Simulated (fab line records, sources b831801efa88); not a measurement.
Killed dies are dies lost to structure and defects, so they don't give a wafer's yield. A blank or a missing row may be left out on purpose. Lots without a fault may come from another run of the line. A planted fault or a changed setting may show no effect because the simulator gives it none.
One fault seen from 2 desks | flow gf180mcu | each desk has only its own numbers; what lay behind them comes last

THE TOOL OWNER'S DESK: implanter-04
The tool's own readings at GF_MVSD_IMPLANT_08: means of the sampled wafers that have a number, for each lot that ran on this tool. A lot is out of limits, marked OUT, if its mean lies more than 4 standard deviations from the usual mean; the brackets give that distance.
Columns: A = beam_on_s at GF_MVSD_IMPLANT_08, usual 10.01 s; B = faraday_current_uA at GF_MVSD_IMPLANT_08, usual 90.2
lot  | first seen here | A                | B
L174 | day 4 14:13     | 10.00            | 90.3
L176 | day 5 04:14     | 10.13            | 89.3
L177 | day 5 09:10     | 10.07            | 89.7
L178 | day 5 13:34     | 12.33 (+11) OUT  | 73.0 (-9.6) OUT
L181 | day 6 10:13     | 11.81 (+8.6) OUT | 77.4 (-7.1) OUT
L190 | day 8 13:08     | 9.89             | 90.9
L191 | day 8 19:40     | 9.93             | 91.1
L193 | day 9 06:14     | 10.07            | 89.5
L194 | day 9 11:47     | 9.95             | 90.8
This desk's finding: out of limits on L178, L181; first on L178, day 5 13:34 (beam_on_s at GF_MVSD_IMPLANT_08). In limits: L174, L176, L177, L190, L191, L193, L194.

THE METROLOGY DESK
What the gauges read, lot by lot, whatever tool the lot ran on: means of the sampled wafers that have a number. A lot is out of limits, marked OUT, if its mean lies more than 4 standard deviations from the usual mean; the brackets give that distance.
Columns: A = MVSD_TW at GF_MVSD_TW_MEAS_11, usual 1568; B = VT_IMPLANT_OVL at GF_VT_IMPLANT_OVL_MEAS_07, usual -0.8 nm; C = MVSD_RS at GF_VT_IMPLANT_RS_MEAS_46, usual 456.9 ohm/sq
lot  | first seen here | A               | B    | C
L174 | day 4 14:35     | 1564            | -1.9 | 455.5
L176 | day 5 04:38     | 1559            | 0.4  | 456.7
L177 | day 5 09:34     | 1574            | -2.8 | 456.7
L178 | day 5 13:56     | 1698 (+10) OUT  | -0.9 | 406.7 (-42) OUT
L181 | day 6 10:35     | 1659 (+7.0) OUT | -3.1 | 422.6 (-29) OUT
L188 | day 8 01:29     | 1559            | -0.5 | 457.3
L190 | day 8 13:31     | 1583            | -0.5 | 457.0
L191 | day 8 20:03     | 1558            | -0.8 | 456.1
L193 | day 9 06:38     | 1565            | -0.2 | 455.3
L194 | day 9 12:10     | 1569            | -1.2 | 456.7
L195 | day 9 18:22     | 1568            | -1.7 | 456.7
L196 | day 10 01:14    | 1559            | -0.8 | 457.9
This desk's finding: out of limits on L178, L181; first on L178, day 5 13:56 (MVSD_TW at GF_MVSD_TW_MEAS_11). In limits: L174, L176, L177, L188, L190, L191, L193, L194, L195, L196.

PUT TOGETHER
The tool owner's desk could have raised an alarm at day 5 13:34, on L178, L181.
The metrology desk could have raised an alarm at day 5 13:56, on L178, L181.
Of the lots named, all ran GF_MVSD_IMPLANT_08 on implanter-04.

WHAT THE SIMULATOR HAD PUT IN
Process parameter drift: implanter-04, from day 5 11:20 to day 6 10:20, at GF_MVSD_IMPLANT_08. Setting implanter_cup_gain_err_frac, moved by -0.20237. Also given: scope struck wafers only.
Lots struck among those shown: L178, L181.
Hours from the fault's start to each desk's first reading out of limits: the tool owner's desk, 2; the metrology desk, 3.
